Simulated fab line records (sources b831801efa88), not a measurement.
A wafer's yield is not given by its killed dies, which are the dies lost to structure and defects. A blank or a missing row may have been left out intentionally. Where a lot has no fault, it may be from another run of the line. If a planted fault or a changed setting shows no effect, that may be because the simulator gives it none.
The tool behind it: which one? -- flow gf180mcu -- 12 lots, 36 wafers sampled, at 3 steps of a route of 602

== WHAT THE GAUGES SHOWED, per wafer ==
GF_V5_OVL_MEAS_15.
lot,measured,on,V5_OVL (nm)
L156,day 27 08:56,overlay-02,6 0 -8
L157,day 27 17:14,overlay-02,7 -6 -4
L161,day 28 22:20,overlay-01,-1 3 5
L163,day 29 16:56,overlay-02,1 0 2
L168,day 30 21:56,overlay-02,-7 -3 1
L169,day 31 00:53,overlay-01,0 -10 -8
L171,day 31 18:53,overlay-01,1 1 -4
L172,day 32 06:14,overlay-01,4 3 7
L176,day 33 04:04,overlay-01,13 4 7
L175,day 33 05:26,overlay-01,1 1 -5
L178,day 33 19:47,overlay-02,1 -2 3
L179,day 33 20:08,overlay-02,0 -8 4

== WHICH TOOL RAN EACH LOT (tool, then ch and the chambers of the sampled wafers, then the start) ==
lot,GF_M5_METAL_ETCH_10,GF_V5_COAT_09
L156,"rie-metal-03 ch 0,1, day 26 09:52","litho-track-03 ch 0, day 26 22:00"
L157,"rie-metal-02 ch 0,1, day 26 18:58","litho-track-02 ch 0, day 27 06:00"
L161,"rie-metal-02 ch 0,1, day 28 00:50","litho-track-04 ch 0, day 28 12:00"
L163,"rie-metal-03 ch 0,1, day 28 20:23","litho-track-02 ch 0, day 29 07:00"
L168,"rie-metal-01 ch 0,1, day 30 02:14","litho-track-03 ch 0, day 30 13:00"
L169,"rie-metal-02 ch 0,1, day 30 06:34","litho-track-04 ch 0, day 30 16:00"
L171,"rie-metal-01 ch 0,1, day 31 00:10","litho-track-03 ch 0, day 31 09:00"
L172,"rie-metal-02 ch 0,1, day 31 12:04","litho-track-04 ch 0, day 31 21:00"
L176,"rie-metal-02 ch 0,1, day 32 10:13","litho-track-04 ch 0, day 32 20:00"
L175,"rie-metal-02 ch 0,1, day 32 12:05","litho-track-03 ch 0, day 32 22:00"
L178,"rie-metal-01 ch 0,1, day 33 02:50","litho-track-02 ch 0, day 33 11:00"
L179,"rie-metal-02 ch 1, day 33 02:53","litho-track-03 ch 0, day 33 11:00"
- GF_M5_METAL_ETCH_10: etches the open film in Cl2/BCl3, stops on SiO2, target depth 750.8 nm, time 125.1 s.
- GF_V5_COAT_09: resist thk 1000 nm.

== AS READ BY THE TOOLS THEMSELVES (means over the sampled wafers that have a number; for cases with no such wafer, the mark the record gives instead) ==
GF_M5_METAL_ETCH_10.
lot,tool,drypump-motor-current-A (A),oes-product-au (a.u.),throttle-valve-pct (%)
L156,rie-metal-03,6.1,0.992,28.231
L157,rie-metal-02,5.2,0.989,28.217
L161,rie-metal-02,5.2,0.995,28.229
L163,rie-metal-03,6.4,0.992,28.226
L168,rie-metal-01,6.2,0.986,28.225
L169,rie-metal-02,5.5,0.989,28.229
L171,rie-metal-01,5.8,0.989,28.229
L172,rie-metal-02,5.2,0.993,28.221
L176,rie-metal-02,5.6,0.993,28.230
L175,rie-metal-02,5.2,0.991,28.234
L178,rie-metal-01,5.8,0.987,28.232
L179,rie-metal-02,5.9,0.998,28.227

== THE ANSWER, worked out from the rows above alone ==
Rule: what is usual is taken from the lots themselves. The widest of any qualifying gaps counts: lots, ordered by their means at a reading, are off when they make up no more than a third of the lots, leave a main group of 4 or more, and stand apart from it by 3 or more times the standard deviation of that group's means. If all means in a main group match to the digits the tables above print for the reading, that group is not used. A lot without any number at a reading at which 4 lots or more have one is off too. Any other lot the step has rows for is counted as sound. First the gauges in route order, then the tools' own readings, where a lot's mean is used as printed above. The first step at which some lot is off is used, and at that step the reading that is off furthest; a lot without a number counts as furthest.
None of the lots is off at any reading shown; this tells nothing.

== WHAT THE SIMULATOR HAD INSERTED ==
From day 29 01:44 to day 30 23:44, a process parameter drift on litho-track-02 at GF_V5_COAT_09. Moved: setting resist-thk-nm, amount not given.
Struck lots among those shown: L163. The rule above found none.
